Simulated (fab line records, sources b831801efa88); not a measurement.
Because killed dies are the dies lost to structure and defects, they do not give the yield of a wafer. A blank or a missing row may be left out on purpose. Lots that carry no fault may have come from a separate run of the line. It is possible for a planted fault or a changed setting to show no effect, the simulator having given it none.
Struck lot and sound lot, side by side :: flow gf180mcu :: 15 out of 602 route steps
Sound: the wafers L754.1, L754.3, L754.4. Wafers struck: L757.2, L757.3, L757.5. The cause comes at the end.
Order at every step that has rows: each side's tool, ch and its chambers, its first start. Under that, the readings that differ: sound wafers :: struck wafers :: difference of the means :: sigmas: that difference in standard deviations of wafers without a fault.
alike: words and numbers the same on both sides, and readings whose means are apart by under 2 such deviations; not compared: readings that were withheld, readings missing a value for some wafer, numbers with overlapping values and no deviation given by the record, and bounds like >300 which may hide the same value.
The two part at a step that has a row with sigmas, a row that says differs or no value, or rows on one side only. Numbers that don't overlap but have no deviation are shown without sigmas and don't part them. A reading missing from all wafers of one side parts the sides only when that side holds two or more wafers.

first, 1 step without rows for these wafers: GF_SAB_DEVELOP_08 (develop time 60 s).
GF_SAB_CD_MEAS_09: the cd target is 420 nm.
  sound on cd sem-01 at day 17 18:37; struck on cd sem-02 at day 19 01:13
  alike: cd nm
GF_SAB_OVL_MEAS_10:
  sound on overlay-02 at day 17 18:44; struck on overlay-01 at day 19 01:20
  alike: SAB_OVL
GF_SAB_ETCH_11: etches SiO2 in C4F8/O2/Ar, target depth 55 nm, time 8.5 s.
  sound on rie diel-02 ch 0,1,2, day 17 18:46; struck on rie diel-03 ch 0,2,3, day 19 01:22
  alike: oes product au
  not compared: rf hours counter h
then, 1 step without rows for these wafers: GF_SAB_WET_ETCH_12 (etches SiO2 in dHF, target depth 22 nm, time 440 s).
GF_SAB_STRIP_13: strips in O2/N2.
  sound on plasma asher-01 ch 0,1, day 17 18:55; struck on plasma asher-03 ch 1, day 19 01:31
  alike: drypump motor current A, heater power w, oes product au, strip time to endpoint s
  not compared: rf hours counter h
then, 2 steps without rows for these wafers: GF_SALICIDE_CLEAN_00 (cleans in SC1/SC2, time 150 s); GF_SALICIDE_WET_ETCH_01 (etches SiO2 in dHF, target depth 5 nm, time 100 s).
GF_SALICIDE_SPUTTER_02: material Co, target thk 10 nm, time 20 s.
  sound on pvd sputter-01 at day 17 19:06; struck on pvd sputter-01 at day 19 01:42
  alike: chamber pressure pa, throttle valve pct
GF_SALICIDE_SPUTTER_03: material TiN, target thk 20 nm, time 16.7 s.
  sound on pvd sputter-01 at day 17 19:08; struck on pvd sputter-01 at day 19 01:43
  alike: chamber pressure pa, throttle valve pct
GF_SALICIDE_RS_MEAS_04: a four-point-probe measurement.
  sound on film metro-01 at day 17 19:10; struck on film metro-04 at day 19 01:46
  alike: SALICIDE_TIN_RS
GF_SALICIDE_THK_MEAS_05: measures by xrf.
  sound on film metro-01 at day 17 19:17; struck on film metro-04 at day 19 01:53
  alike: SALICIDE_TIN_THK
GF_SALICIDE_RTA_06: time 30 s.
  sound on rtp anneal-01 ch 0, day 17 19:20; struck on rtp anneal-02, day 19 01:57
  no value came back on the struck wafers for anneal temp c max, chamber o2 ppm, lamp power pct (%), wafer_temp_C_max; on the sound wafers anneal temp c max reads 532.5 533.1 533.2
then, 1 step without rows for these wafers: GF_SALICIDE_WET_ETCH_07 (etches the open film in SPM, target depth 120 nm).
-- the record jumps here: 13 days lie between the struck wafers' starts before and after (it left off in module SALICIDE and takes up again in module PASSIVATION, whose first step shown is number 602 of the route) --
GF_PASSIVATION_PROBE_99:
  sound on prober-01 at day 31 05:04; struck on prober-02 at day 32 06:08
reading: model.etest.ppoly sal.line ohm um
sound: 29.09 29.5 29.04
struck: 1235 1235 1192
difference: +1191
sigmas: 

reading: model.etest.npoly sal.line ohm um
sound: 28.68 29.34 28.8
struck: 1180 1174 1150
difference: +1139
sigmas: 

reading: model.etest.pplus sal.line ohm um
sound: 36.07 35.94 35.81
struck: 887.1 856.4 854.6
difference: +830.1
sigmas: 

reading: model.etest.ppoly sal.rs ohm sq
sound: 7.534 7.452 7.547
struck: 348.3 346.2 328
difference: +333.3
sigmas: 

reading: model.etest.npoly sal.rs ohm sq
sound: 7.53 7.539 7.529
struck: 333.6 329 319.2
difference: +319.7
sigmas: 

reading: model.etest.ppoly u.end ohm
sound: 28.79 29.1 30.21
struck: 293.2 297.1 277
difference: +259.7
sigmas: 

reading: model.etest.nplus sal.line ohm um
sound: 32.52 32.06 32.28
struck: 285 272.4 278.7
difference: +246
sigmas: 

reading: model.etest.contact poly.rc ohm
sound: 5.804 5.899 5.835
struck: 247.1 248.5 230.2
difference: +236.1
sigmas: 

WHERE THEY PART
Only at GF_SALICIDE_RTA_06, as far as this record shows.

WHY: whatever the simulator had introduced
Step skipped in full: rtp anneal-02, at GF_SALICIDE_RTA_06, from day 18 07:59 onward. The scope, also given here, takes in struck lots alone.
